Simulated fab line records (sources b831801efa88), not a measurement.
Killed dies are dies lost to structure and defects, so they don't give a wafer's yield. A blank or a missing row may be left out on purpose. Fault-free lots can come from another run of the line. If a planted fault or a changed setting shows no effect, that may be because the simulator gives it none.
Which tool was responsible? | flow sky130 | Sampling: 11 lots, 33 wafers, 2 of 708 route steps

== WHAT THE GAUGES SHOWED, per wafer ==
SKY_LOCAL_INTERCONNECT_RS_MEAS_01: uses a four-point probe to measure.
lot  | measured     | on            | LOCAL_INTERCONNECT_TIN_RS (ohm/sq)
L350 | day 28 14:53 | film-metro-04 | 14.20 14.24 14.53
L353 | day 29 22:12 | film-metro-04 | 14.31 14.34 14.16
L356 | day 30 23:09 | film-metro-04 | 14.27 14.21 14.26
L359 | day 32 01:51 | film-metro-04 | 14.04 14.08 14.06
L360 | day 32 07:01 | film-metro-02 | 14.21 13.98 14.32
L361 | day 32 15:10 | film-metro-04 | 14.10 14.06 13.92
L362 | day 32 23:47 | film-metro-01 | 14.09 14.41 14.32
L366 | day 35 03:46 | film-metro-04 | 15.19 14.01 14.31
L367 | day 35 07:13 | film-metro-02 | 14.07 15.20 14.15
L370 | day 36 11:49 | film-metro-04 | 14.22 14.09 14.47
L373 | day 38 04:31 | film-metro-01 | 14.33 14.10 14.13

== EACH LOT AND THE TOOL THAT RAN IT (in order: tool; ch and the chambers of the sampled wafers; start) ==
lot  | SKY_LOCAL_INTERCONNECT_SPUTTER_00
L350 | pvd-sputter-01, day 28 14:50
L353 | pvd-sputter-02, day 29 22:08
L356 | pvd-sputter-03, day 30 23:05
L359 | pvd-sputter-03, day 32 01:46
L360 | pvd-sputter-01, day 32 06:56
L361 | pvd-sputter-03, day 32 15:05
L362 | pvd-sputter-01, day 32 23:43
L366 | pvd-sputter-01, day 35 03:42
L367 | pvd-sputter-01, day 35 07:07
L370 | pvd-sputter-02, day 36 11:44
L373 | pvd-sputter-02, day 38 04:28
- SKY_LOCAL_INTERCONNECT_SPUTTER_00: material TiN, target thk 100 nm, time 83.3 s.

== THE ANSWER, worked out from the rows above alone ==
Rule: what is usual is taken from the lots themselves. The widest of any qualifying gaps counts: lots, ordered by their means at a reading, are off when they make up no more than a third of the lots, leave a main group of 4 or more, and stand apart from it by 3 or more times the standard deviation of that group's means. Not used: any main group whose means are identical at the precision the tables above print for the reading. A lot without any number at a reading at which 4 lots or more have one is off too. Any other lot the step has rows for is counted as sound.
No lot is off on any of the readings shown, so nothing can be concluded from this.

== WHAT THE SIMULATOR HAD PUT IN ==
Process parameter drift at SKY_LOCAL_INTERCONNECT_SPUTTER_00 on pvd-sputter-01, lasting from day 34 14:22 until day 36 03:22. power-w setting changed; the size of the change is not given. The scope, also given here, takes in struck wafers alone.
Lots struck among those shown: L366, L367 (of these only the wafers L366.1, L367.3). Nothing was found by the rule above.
